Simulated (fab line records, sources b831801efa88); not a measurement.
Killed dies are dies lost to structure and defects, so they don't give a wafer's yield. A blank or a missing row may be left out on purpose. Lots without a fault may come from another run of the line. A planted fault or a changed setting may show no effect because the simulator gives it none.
A struck lot beside a sound one | flow sky130 | 14 steps out of a route of 708
Sound: wafers L523.3, L523.5, L523.6. Struck: wafers L526.1, L526.4, L526.6. The cause comes at the end.
At each step with rows: each side's tool, then ch and its chambers, then its first start. Under that, the readings that differ: sound wafers | struck wafers | difference of the means | sigmas: that difference in standard deviations of wafers without a fault.
alike: readings whose means differ by less than 2 such deviations, and words and numbers that are the same on both sides. not compared: withheld readings, readings that some wafer has no value for, bounds like >300 that may hide the same value, and numbers for which the record gives no deviation and whose values overlap.
The two part at a step that has a row with sigmas, a row that says differs or no value, or rows on one side only. Numbers that don't overlap but have no deviation are shown without sigmas and don't part them. A reading that every wafer of one side lacks parts them only if that side has two wafers or more.

SKY_METAL1_THK_MEAS_06: measures by xrf.
  sound on film_metro-03, day 33 02:46; struck on film_metro-03, day 34 04:36
  alike: METAL1_ALCU_THK
then, 8 steps without rows for these wafers: SKY_METAL1_DEHYDRATE_07 (time 60 s); SKY_METAL1_HMDS_08 (prime time 60 s); SKY_METAL1_COAT_09 (resist thk 60 nm); SKY_METAL1_COAT_10 (resist thk 450 nm); SKY_METAL1_SOFTBAKE_11 (time 90 s); SKY_METAL1_EXPOSE_12 (exposes mask MM1, target cd 140 nm); SKY_METAL1_PEB_13; SKY_METAL1_DEVELOP_14 (develop time 60 s).
SKY_METAL1_CD_MEAS_15: target cd 140 nm.
  sound on cd_sem-02, day 34 04:36; struck on cd_sem-02, day 35 06:35
  alike: cd_nm
SKY_METAL1_OVL_MEAS_16:
  sound on overlay-01, day 34 04:41; struck on overlay-02, day 35 06:42
  alike: METAL1_OVL
SKY_METAL1_DESCUM_17: chemistry O2, time 8 s.
  sound on rie_metal-02 ch 0,1, day 34 04:44; struck on rie_metal-02 ch 0, day 35 06:44
  alike: drypump_motor_current_A, oes_product_au
  not compared: rf_hours_counter_h
SKY_METAL1_ETCH_18: etches BARC in N2/H2, stops on SiO2, time 45.9 s, target depth 60 nm.
  sound on rie_metal-02 ch 0,1, day 34 04:46; struck on rie_metal-02 ch 0, day 35 06:48
  reading                                       | sound             | struck            | difference | sigmas
  rf_fwd_power_W (W)                            | 493.4 493.8 493.8 | 576.1 574.9 574.5 | +81.5      | +51
  model.KrF-thick_of_METAL1_COAT_10.thk_nm (nm) | 394.3 394.1 392.1 | 384.8 383.1 385   | -9.2       |
  alike: drypump_motor_current_A, oes_product_au, throttle_valve_pct
  not compared: rf_hours_counter_h
SKY_METAL1_METAL_ETCH_19: etches the open film in Cl2/BCl3, stops on SiO2, target depth 360 nm, time 78 s.
  sound on rie_metal-02 ch 0,1, day 34 04:50; struck on rie_metal-02 ch 0, day 35 06:56
  alike: drypump_motor_current_A, oes_product_au, rf_fwd_power_W, throttle_valve_pct
  not compared: rf_hours_counter_h

WHERE THEY PART
Only at SKY_METAL1_ETCH_18, within this record. Later steps at which nothing parts them and some readings are alike: SKY_METAL1_METAL_ETCH_19.

WHY: what the simulator had put in
Process parameter drift: rie_metal-02, from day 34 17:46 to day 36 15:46, at SKY_METAL1_ETCH_18. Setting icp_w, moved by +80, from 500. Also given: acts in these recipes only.
